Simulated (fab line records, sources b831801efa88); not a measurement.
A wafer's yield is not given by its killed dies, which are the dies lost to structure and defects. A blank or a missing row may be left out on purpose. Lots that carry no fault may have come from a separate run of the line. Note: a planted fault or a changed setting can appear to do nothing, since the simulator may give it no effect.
What tool caused it?	flow gf180mcu	10 lots, 30 wafers sampled, at 6 steps of a route of 602

## WHAT THE GAUGES READ, wafer by wafer
GF_HV_LDD_CD_MEAS_07: target cd 400 nm. Usual: cd nm at 399.3 nm, with a standard deviation of 2.7.
lot	measured	on	cd nm (nm)	flag
L628	day 11 05:59	cd sem-02	399.3 398.9 399.1	
L631	day 12 05:26	cd sem-01	400.6 402.8 404.0	
L634	day 13 05:59	cd sem-02	395.5 398.2 398.6	
L638	day 14 08:35	cd sem-01	403.6 402.9 402.5	
L641	day 15 08:43	cd sem-01	392.9 394.4 393.1	
L642	day 15 11:10	cd sem-02	399.0 399.4 396.3	
L643	day 15 15:44	cd sem-01	399.9 398.7 399.4	
L644	day 15 23:32	cd sem-02	398.9 399.8 401.0	
L646	day 17 04:46	cd sem-01	398.8 396.4 397.0	
L647	day 17 07:01	cd sem-02	399.9 401.8 400.5	

GF_HV_LDD_TW_MEAS_23. Usual: for HV_LDD_2_TW the level is 1061 and the standard deviation is 8.3.
lot	measured	on	HV_LDD_2_TW	flag
L628	day 12 00:25	film metro-03	1062 1061 1064	
L631	day 13 01:52	film metro-03	1065 1067 1075	
L634	day 14 03:25	film metro-02	1049 1048 1048	
L638	day 15 06:35	film metro-04	1067 1061 1068	
L641	day 16 08:02	film metro-02	30 30 30	OFF
L642	day 16 10:04	film metro-03	30 30 30	OFF
L643	day 16 13:47	film metro-02	30 30 30	OFF
L644	day 16 21:56	film metro-04	1063 1061 1061	
L646	day 18 04:58	film metro-04	1072 1067 1068	
L647	day 18 06:34	film metro-03	1054 1053 1045	

## WHICH TOOL RAN EACH LOT (tool, then ch and the chambers of the sampled wafers, then the start)
lot	GF_VT_IMPLANT_STRIP_42	GF_DUAL_GATE_STRIP_13	GF_HV_LDD_STRIP_10	GF_HV_LDD_STRIP_22
L628	plasma asher-04 ch 0,1, day 8 16:00	plasma asher-03 ch 0,1, day 9 12:32	plasma asher-03 ch 0,1, day 11 06:17	plasma asher-03 ch 0,1, day 12 00:19
L631	plasma asher-04 ch 0,1, day 9 15:20	plasma asher-03 ch 0,1, day 10 11:29	plasma asher-02 ch 0,1, day 12 05:44	plasma asher-02 ch 0,1, day 13 01:46
L634	plasma asher-01 ch 0,1, day 10 09:39	plasma asher-01 ch 0,1, day 11 06:17	plasma asher-02 ch 0,1, day 13 06:17	plasma asher-03 ch 0,1, day 14 03:19
L638	plasma asher-01 ch 0,1, day 11 11:13	plasma asher-03 ch 0,1, day 12 10:28	plasma asher-02 ch 0,1, day 14 08:52	plasma asher-02 ch 0,1, day 15 06:30
L641	plasma asher-01 ch 0,1, day 12 09:14	plasma asher-04 ch 0,1, day 13 08:02	plasma asher-02 ch 0,1, day 15 08:59	plasma asher-04 ch 0,1, day 16 07:56
L642	plasma asher-04 ch 0,1, day 12 12:37	plasma asher-04 ch 0,1, day 13 11:20	plasma asher-03 ch 0,1, day 15 11:28	plasma asher-04 ch 0,1, day 16 09:58
L643	plasma asher-04 ch 0,1, day 12 19:07	plasma asher-04 ch 0, day 13 17:29	plasma asher-02 ch 0,1, day 15 16:01	plasma asher-03 ch 0,1, day 16 13:40
L644	plasma asher-04 ch 0,1, day 13 00:44	plasma asher-04 ch 0,1, day 13 23:38	plasma asher-03 ch 0,1, day 15 23:50	plasma asher-04 ch 0,1, day 16 21:49
L646	plasma asher-04 ch 0,1, day 14 01:17	plasma asher-01 ch 0,1, day 15 01:15	plasma asher-02 ch 0,1, day 17 05:04	plasma asher-04 ch 0,1, day 18 04:52
L647	plasma asher-02 ch 0,1, day 14 05:23	plasma asher-01 ch 0,1, day 15 05:29	plasma asher-03 ch 0,1, day 17 07:19	plasma asher-02 ch 0,1, day 18 06:28
- GF_VT_IMPLANT_STRIP_42: strips in O2/N2.
- GF_DUAL_GATE_STRIP_13: strips in O2/N2.
- GF_HV_LDD_STRIP_10: strips in O2/N2.
- GF_HV_LDD_STRIP_22: strips in O2/N2.

## AS READ BY THE TOOLS THEMSELVES (means over the sampled wafers that have a number; for cases with no such wafer, the mark the record gives instead)
GF_VT_IMPLANT_STRIP_42. Usual: chamber pressure mTorr 1499.9 mTorr, standard deviation 1.5; drypump motor current A 5.9 A, standard deviation 0.43; heater power w 325 W, standard deviation 32; n2 flow sccm 299.8 sccm, standard deviation 0.86; oes product au 0.716 a.u., standard deviation 0.0046; strip time to endpoint s 12.63 s, standard deviation 0.037.
lot	tool	chamber pressure mTorr (mTorr)	drypump motor current A (A)	heater power w (W)	n2 flow sccm (sccm)	oes product au (a.u.)	strip time to endpoint s (s)	flag
L628	plasma asher-04	1498.8	6.0	302	299.8	0.716	12.70	
L631	plasma asher-04	1499.9	6.0	304	300.7	0.720	12.60	
L634	plasma asher-01	1499.7	6.0	359	299.8	0.718	12.65	
L638	plasma asher-01	1500.0	6.0	354	300.0	0.716	12.60	
L641	plasma asher-01	1500.4	5.9	369	301.1	0.720	12.68	
L642	plasma asher-04	1499.9	5.7	300	299.5	0.720	12.67	
L643	plasma asher-04	1500.6	5.7	295	298.5	0.720	12.67	
L644	plasma asher-04	1499.3	5.7	294	300.6	0.717	12.62	
L646	plasma asher-04	1500.0	6.1	300	300.3	0.714	12.66	
L647	plasma asher-02	1499.4	6.0	334	299.5	0.714	12.62	

GF_DUAL_GATE_STRIP_13. Usual: chamber pressure mTorr 1500.1 mTorr, standard deviation 1.5; drypump motor current A 6.0 A, standard deviation 0.36; heater power w 345 W, standard deviation 35; n2 flow sccm 300.1 sccm, standard deviation 1; oes product au 0.716 a.u., standard deviation 0.0046; strip time to endpoint s 12.62 s, standard deviation 0.035.
lot	tool	chamber pressure mTorr (mTorr)	drypump motor current A (A)	heater power w (W)	n2 flow sccm (sccm)	oes product au (a.u.)	strip time to endpoint s (s)	flag
L628	plasma asher-03	1498.7	6.2	364	299.0	0.716	12.57	
L631	plasma asher-03	1500.5	6.2	360	300.5	0.714	12.64	
L634	plasma asher-01	1499.5	6.0	362	300.4	0.714	12.61	
L638	plasma asher-03	1500.1	6.2	364	300.1	0.716	12.64	
L641	plasma asher-04	1500.3	6.1	303	300.4	0.719	12.67	
L642	plasma asher-04	1499.6	5.6	296	299.0	0.716	12.61	
L643	plasma asher-04	1500.1	6.4	311	301.8	0.712	12.60	
L644	plasma asher-04	1501.2	6.1	303	299.6	0.716	12.68	
L646	plasma asher-01	1502.6	6.0	362	299.6	0.714	12.59	
L647	plasma asher-01	1499.9	5.9	364	300.2	0.715	12.64	

GF_HV_LDD_STRIP_10. Usual: chamber pressure mTorr 1499.9 mTorr, standard deviation 1.3; drypump motor current A 6.0 A, standard deviation 0.35; heater power w 332 W, standard deviation 30; n2 flow sccm 299.9 sccm, standard deviation 0.99; oes product au 0.715 a.u., standard deviation 0.0043; strip time to endpoint s 12.63 s, standard deviation 0.037.
lot	tool	chamber pressure mTorr (mTorr)	drypump motor current A (A)	heater power w (W)	n2 flow sccm (sccm)	oes product au (a.u.)	strip time to endpoint s (s)	flag
L628	plasma asher-03	1500.7	6.2	344	300.1	0.717	12.64	
L631	plasma asher-02	1500.3	5.9	337	300.0	0.716	12.64	
L634	plasma asher-02	1499.9	6.0	337	300.1	0.716	12.68	
L638	plasma asher-02	1500.4	5.9	333	300.3	0.716	12.64	
L641	plasma asher-02	-	-	-	-	-	-	OFF
L642	plasma asher-03	-	-	-	-	-	-	OFF
L643	plasma asher-02	-	-	-	-	-	-	OFF
L644	plasma asher-03	1501.6	6.2	365	299.7	0.710	12.61	
L646	plasma asher-02	1500.0	5.9	329	300.0	0.713	12.67	
L647	plasma asher-03	1498.8	6.3	345	299.4	0.717	12.63	

GF_HV_LDD_STRIP_22. Usual: chamber pressure mTorr 1500.2 mTorr, standard deviation 1.3; drypump motor current A 6.0 A, standard deviation 0.39; heater power w 328 W, standard deviation 29; n2 flow sccm 300.0 sccm, standard deviation 0.89; oes product au 0.716 a.u., standard deviation 0.0046; strip time to endpoint s 12.622 s, standard deviation 0.028.
lot	tool	chamber pressure mTorr (mTorr)	drypump motor current A (A)	heater power w (W)	n2 flow sccm (sccm)	oes product au (a.u.)	strip time to endpoint s (s)	flag
L628	plasma asher-03	1499.3	6.3	340	300.6	0.716	12.561	
L631	plasma asher-02	1500.2	6.0	339	301.0	0.715	12.635	
L634	plasma asher-03	1499.0	6.3	352	298.9	0.715	12.614	
L638	plasma asher-02	1501.6	5.9	334	300.6	0.720	12.611	
L641	plasma asher-04	1499.6	5.7	297	300.2	0.722	27.552	OFF
L642	plasma asher-04	1499.9	5.7	293	299.7	0.719	27.539	OFF
L643	plasma asher-03	1499.6	6.3	343	299.3	0.719	27.659	OFF
L644	plasma asher-04	1500.4	5.6	291	300.5	0.713	12.619	
L646	plasma asher-04	1500.1	6.0	304	299.2	0.718	12.603	
L647	plasma asher-02	1500.7	5.9	330	299.6	0.719	12.614	

## THE ANSWER, worked out from the rows above alone
Rule: lot off if the mean of its wafers having a number is beyond 3 standard deviations from the usual mean. Also off: a lot with no number at a reading for which 4 or more lots have one. The other lots that the step has rows for count as sound. After the gauges, taken in route order, come the tools' own readings; for these a lot's mean is taken, as printed above. The first step at which some lot is off is used, and at that step the reading that is off furthest; a lot without a number counts as furthest.
Off: L641, L642, L643, at GF_HV_LDD_TW_MEAS_23 (HV_LDD_2_TW).
A tool fits if, at a process step before that reading, it ran every lot that is off, and no sound lot after the first of them. The gauges at GF_HV_LDD_TW_MEAS_23 aren't tried: what is off there is off at GF_HV_LDD_STRIP_10 too, on other tools, and a gauge's error can't cause that. None of those tried fits.

## WHAT THE SIMULATOR HAD INSERTED
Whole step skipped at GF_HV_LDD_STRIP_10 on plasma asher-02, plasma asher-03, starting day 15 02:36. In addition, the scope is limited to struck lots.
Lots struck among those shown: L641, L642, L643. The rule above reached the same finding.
